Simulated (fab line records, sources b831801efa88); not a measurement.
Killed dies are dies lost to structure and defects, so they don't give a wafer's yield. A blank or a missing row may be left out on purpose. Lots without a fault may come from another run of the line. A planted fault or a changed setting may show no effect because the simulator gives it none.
A struck lot beside a sound one | flow sky130 | 15 steps out of a route of 708
Sound: wafers L300.2, L300.4, L300.5. Struck: wafers L316.2, L316.4, L316.6. The cause comes at the end.
At each step with rows: each side's tool, then ch and its chambers, then its first start. Under that, the readings that differ: sound wafers | struck wafers | difference of the means | sigmas: that difference in standard deviations of wafers without a fault.
alike: readings whose means differ by less than 2 such deviations, and words and numbers that are the same on both sides. not compared: withheld readings, readings that some wafer has no value for, bounds like >300 that may hide the same value, and numbers for which the record gives no deviation and whose values overlap.
The two part at a step that has a row with sigmas, a row that says differs or no value, or rows on one side only. Numbers that don't overlap but have no deviation are shown without sigmas and don't part them. A reading that every wafer of one side lacks parts them only if that side has two wafers or more.

SKY_LI_CONTACT_SPUTTER_20: material TiN, target thk 20 nm, time 80 s.
  sound on pvd_sputter-03, day 30 18:55; struck on pvd_sputter-03, day 37 05:19
  alike: throttle_valve_pct
SKY_LI_CONTACT_CVD_21: deposits W, target thk 400 nm, time 120.56 s.
  sound on cvd_w-02 ch 0,1, day 30 18:58; struck on cvd_w-01 ch 0,1, day 37 05:23
  alike: heater_power_w
SKY_LI_CONTACT_RS_MEAS_22: measures by four-point-probe.
  sound on film_metro-04, day 30 19:07; struck on film_metro-04, day 37 05:31
  alike: LI_CONTACT_W_RS
SKY_LI_CONTACT_THK_MEAS_23: measures by xrf.
  sound on film_metro-04, day 30 19:13; struck on film_metro-04, day 37 05:38
  alike: LI_CONTACT_W_THK
SKY_LI_CONTACT_CMP_24: polishes, stops on PSG, t overpolish 20 s, target thk 0 nm.
  sound on cmp-02 ch 1,2,3, day 30 19:22; struck on cmp-02 ch 1,3, day 37 05:55
  alike: motor_current_A, overpolish_run_s, time_to_endpoint_s
SKY_LOCAL_INTERCONNECT_SPUTTER_00: material TiN, target thk 100 nm, time 83.3 s.
  sound on pvd_sputter-01, day 30 19:34; struck on pvd_sputter-01, day 37 06:10
  alike: throttle_valve_pct
SKY_LOCAL_INTERCONNECT_RS_MEAS_01: measures by four-point-probe.
  sound on film_metro-02, day 30 19:40; struck on film_metro-01, day 37 06:14
  alike: LOCAL_INTERCONNECT_TIN_RS
SKY_LOCAL_INTERCONNECT_THK_MEAS_02: measures by xrf.
  sound on film_metro-02, day 30 19:46; struck on film_metro-01, day 37 06:21
  alike: LOCAL_INTERCONNECT_TIN_THK
then, 4 steps without rows for these wafers: SKY_LOCAL_INTERCONNECT_DEHYDRATE_03 (time 60 s); SKY_LOCAL_INTERCONNECT_HMDS_04 (prime time 60 s); SKY_LOCAL_INTERCONNECT_COAT_05 (resist thk 60 nm); SKY_LOCAL_INTERCONNECT_COAT_06 (resist thk 450 nm).
SKY_LOCAL_INTERCONNECT_SOFTBAKE_07: time 90 s.
  sound on litho_track-03 ch 0, day 31 09:00; struck on litho_track-03 ch 0, day 37 18:00
  reading                  | sound                | struck               | difference | sigmas
  heater_power_total_W (W) | 57.42 57.19 57.39    | 58.10 58.00 57.84    | +0.65      | +6
  run_length_s (s)         | 119.46 119.46 119.44 | 116.41 116.40 116.40 | -3.05      | -15
  alike: exhaust_pa
then, 1 step without rows for these wafers: SKY_LOCAL_INTERCONNECT_EXPOSE_08 (exposes mask LI1M, target cd 170 nm).
-- the record jumps here: 14 days lie between the struck wafers' starts before and after (it left off in module LOCAL_INTERCONNECT and takes up again in module PAD_OPEN, whose first step shown is number 708 of the route) --
SKY_PAD_OPEN_PROBE_99:
  sound on prober-01, day 47 01:18; struck on prober-01, day 51 07:44
  alike: killed_at_M0_to_M3, killed_at_M4_up, killed_at_contacts, killed_at_front_end, killed_at_other, killed_dies, killed_open, killed_short

WHERE THEY PART
Only at SKY_LOCAL_INTERCONNECT_SOFTBAKE_07, within this record. Later steps at which nothing parts them and some readings are alike: SKY_PAD_OPEN_PROBE_99.

WHY: what the simulator had put in
Process parameter drift: litho_track-03, from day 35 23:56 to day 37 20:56, at SKY_LOCAL_INTERCONNECT_SOFTBAKE_07. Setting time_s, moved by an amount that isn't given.
